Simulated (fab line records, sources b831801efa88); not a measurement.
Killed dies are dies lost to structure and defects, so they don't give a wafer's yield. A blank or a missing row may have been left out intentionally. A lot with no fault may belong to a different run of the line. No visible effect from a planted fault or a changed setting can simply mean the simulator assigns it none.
Which tool was responsible? -- flow sky130 -- 18 wafers sampled from 6 lots at 1 step of a route of 708

== WHAT THE GAUGES READ, wafer by wafer ==
SKY_METAL3_OVL_MEAS_14.
lot,measured,on,METAL3_OVL (nm)
L975,day 39 09:12,overlay-01,6 3 -3
L980,day 40 11:59,overlay-01,-1 -2 4
L983,day 41 12:23,overlay-02,1 2 2
L986,day 42 10:02,overlay-02,-2 0 -6
L991,day 43 17:06,overlay-01,-5 4 -4
L996,day 44 18:15,overlay-02,4 -7 1

== TOOL THAT RAN EACH LOT (tool first, then ch and the chambers of the sampled wafers, then the start) ==
The record shows no process step preceding these readings.

== THE ANSWER, worked out from the rows above alone ==
Rule: what is usual is taken from the lots themselves. The widest of any qualifying gaps counts: lots, ordered by their means at a reading, are off when they make up no more than a third of the lots, leave a main group of 4 or more, and stand apart from it by 3 or more times the standard deviation of that group's means. The tables above print the reading to a certain number of digits; a main group whose means all agree to those digits is not used. Also off: a lot with no number at a reading for which 4 or more lots have one. The other lots that the step has rows for count as sound.
No lot is off at any reading shown: from this, nothing can be told.

== WHAT HAD BEEN PUT IN BY THE SIMULATOR ==
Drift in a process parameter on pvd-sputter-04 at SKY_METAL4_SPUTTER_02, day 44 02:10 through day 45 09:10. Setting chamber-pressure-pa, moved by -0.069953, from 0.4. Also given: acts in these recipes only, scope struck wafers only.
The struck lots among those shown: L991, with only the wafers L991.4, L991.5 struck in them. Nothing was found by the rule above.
